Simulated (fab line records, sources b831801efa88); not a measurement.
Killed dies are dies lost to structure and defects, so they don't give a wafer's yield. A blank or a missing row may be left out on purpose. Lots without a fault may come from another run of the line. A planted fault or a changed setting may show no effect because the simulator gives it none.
A struck lot beside a sound one | flow gf180mcu | 37 steps out of a route of 602
Sound: wafers L137.1, L137.2, L137.5. Struck: wafers L154.1, L154.4, L154.5. The cause comes at the end.
At each step with rows: each side's tool, then ch and its chambers, then its first start. Under that, the readings that differ: sound wafers | struck wafers | difference of the means | sigmas: that difference in standard deviations of wafers without a fault.
alike: readings whose means differ by less than 2 such deviations, and words and numbers that are the same on both sides. not compared: withheld readings, readings that some wafer has no value for, bounds like >300 that may hide the same value, and numbers for which the record gives no deviation and whose values overlap.
The two part at a step that has a row with sigmas, a row that says differs or no value, or rows on one side only. Numbers that don't overlap but have no deviation are shown without sigmas and don't part them. A reading that every wafer of one side lacks parts them only if that side has two wafers or more.

first, 1 step without rows for these wafers: GF_HV_LDD_DEVELOP_18 (develop time 60 s).
GF_HV_LDD_CD_MEAS_19: target cd 400 nm.
  sound on cd_sem-01, day 11 02:56; struck on cd_sem-02, day 16 07:29
  reading    | sound             | struck            | difference | sigmas
  cd_nm (nm) | 404.7 402.0 405.2 | 396.6 396.2 396.4 | -7.6       | -3
GF_HV_LDD_OVL_MEAS_20:
  sound on overlay-02, day 11 03:04; struck on overlay-02, day 16 07:37
  alike: HV_LDD_01_OVL
then, 1 step without rows for these wafers: GF_HV_LDD_IMPLANT_21.
GF_HV_LDD_STRIP_22: strips in O2/N2.
  sound on plasma_asher-02 ch 0,1, day 11 03:15; struck on plasma_asher-03 ch 0,1, day 16 07:47
  alike: drypump_motor_current_A, heater_power_w, oes_product_au, strip_time_to_endpoint_s
  not compared: rf_hours_counter_h
GF_HV_LDD_TW_MEAS_23:
  sound on film_metro-04, day 11 03:21; struck on film_metro-03, day 16 07:53
  alike: HV_LDD_2_TW
then, 6 steps without rows for these wafers: GF_HV_LDD_DEHYDRATE_24 (time 60 s); GF_HV_LDD_HMDS_25 (prime time 60 s); GF_HV_LDD_COAT_26 (resist thk 1000 nm); GF_HV_LDD_SOFTBAKE_27 (time 60 s); GF_HV_LDD_EXPOSE_28 (exposes mask Nplus HV AREA, target cd 400 nm); GF_HV_LDD_PEB_29.
GF_HV_LDD_DEVELOP_30: develop time 60 s.
  sound on litho_track-01 ch 0, day 11 21:44; struck on litho_track-03 ch 0, day 17 06:11
  alike: chill_plate_temp_C
GF_HV_LDD_OVL_MEAS_32:
  sound on overlay-01, day 11 22:01; struck on overlay-01, day 17 06:27
  alike: HV_LDD_02_OVL
then, 4 steps without rows for these wafers: GF_HV_LDD_IMPLANT_33; GF_HV_LDD_IMPLANT_34; GF_HV_LDD_IMPLANT_35; GF_HV_LDD_IMPLANT_36.
GF_HV_LDD_STRIP_37: strips in O2/N2.
  sound on plasma_asher-03 ch 0,1, day 11 22:39; struck on plasma_asher-01 ch 0,1, day 17 07:05
  alike: drypump_motor_current_A, heater_power_w, oes_product_au, strip_time_to_endpoint_s
  not compared: rf_hours_counter_h
GF_HV_LDD_TW_MEAS_38:
  sound on film_metro-04, day 11 22:45; struck on film_metro-02, day 17 07:11
  alike: HV_LDD_3_TW
then, 7 steps without rows for these wafers: GF_HV_LDD_DEHYDRATE_39 (time 60 s); GF_HV_LDD_HMDS_40 (prime time 60 s); GF_HV_LDD_COAT_41 (resist thk 1000 nm); GF_HV_LDD_SOFTBAKE_42 (time 60 s); GF_HV_LDD_EXPOSE_43 (exposes mask Pplus HV AREA, target cd 400 nm); GF_HV_LDD_PEB_44; GF_HV_LDD_DEVELOP_45 (develop time 60 s).
GF_HV_LDD_OVL_MEAS_47:
  sound on overlay-02, day 12 17:49; struck on overlay-01, day 18 06:54
  alike: HV_LDD_03_OVL
then, 1 step without rows for these wafers: GF_HV_LDD_IMPLANT_48.
GF_HV_LDD_STRIP_49: strips in O2/N2.
  sound on plasma_asher-03 ch 0,1, day 12 18:00; struck on plasma_asher-01 ch 0,1, day 18 07:05
  reading               | sound             | struck            | difference | sigmas
  oes_product_au (a.u.) | 0.725 0.723 0.718 | 0.709 0.721 0.709 | -0.009     | -2
  alike: drypump_motor_current_A, heater_power_w, strip_time_to_endpoint_s
  not compared: rf_hours_counter_h
GF_HV_LDD_TW_MEAS_50:
  sound on film_metro-03, day 12 18:06; struck on film_metro-04, day 18 07:11
  alike: HV_LDD_4_TW
then, 1 step without rows for these wafers: GF_HV_LDD_CLEAN_51 (cleans in SC1/SC2, time 150 s).
GF_HV_LDD_RTA_52: time 10 s.
  sound on rtp_anneal-02 ch 0, day 12 18:13; struck on rtp_anneal-01 ch 0, day 18 07:18
  reading            | sound          | struck         | difference | sigmas
  lamp_power_pct (%) | 35.2 35.1 35.1 | 37.2 37.1 37.2 | +2.0       | +2
  alike: wafer_temp_C_max
then, 2 steps without rows for these wafers: GF_HV_LDD_CVD_54 (deposits SiO2 from TEOS, target thk 10 nm, time 75 s); GF_HV_LDD_CVD_56 (deposits Si3N4 from DCS/NH3, target thk 90 nm, time 1543 s).
GF_HV_LDD_ETCHBACK_58: etches Si3N4 in CH3F/O2, stops on SiO2, time 100 s, target depth 90 nm.
  sound on rie_diel-03 ch 1,2, day 12 21:54; struck on rie_diel-01 ch 0,1,3, day 18 10:04
  alike: ch3f_flow_sccm, drypump_motor_current_A, oes_product_au, throttle_valve_pct
  not compared: rf_hours_counter_h
-- the record jumps here: 16 days lie between the struck wafers' starts before and after (it left off in module HV_LDD and takes up again in module PASSIVATION, whose first step shown is number 602 of the route) --
GF_PASSIVATION_PROBE_99:
  the record has rows for the struck wafers here (prober-02, day 33 22:32) and none for the sound ones

WHERE THEY PART
First at GF_HV_LDD_CD_MEAS_19; last, within this record, at GF_PASSIVATION_PROBE_99.

WHY: what the simulator had put in
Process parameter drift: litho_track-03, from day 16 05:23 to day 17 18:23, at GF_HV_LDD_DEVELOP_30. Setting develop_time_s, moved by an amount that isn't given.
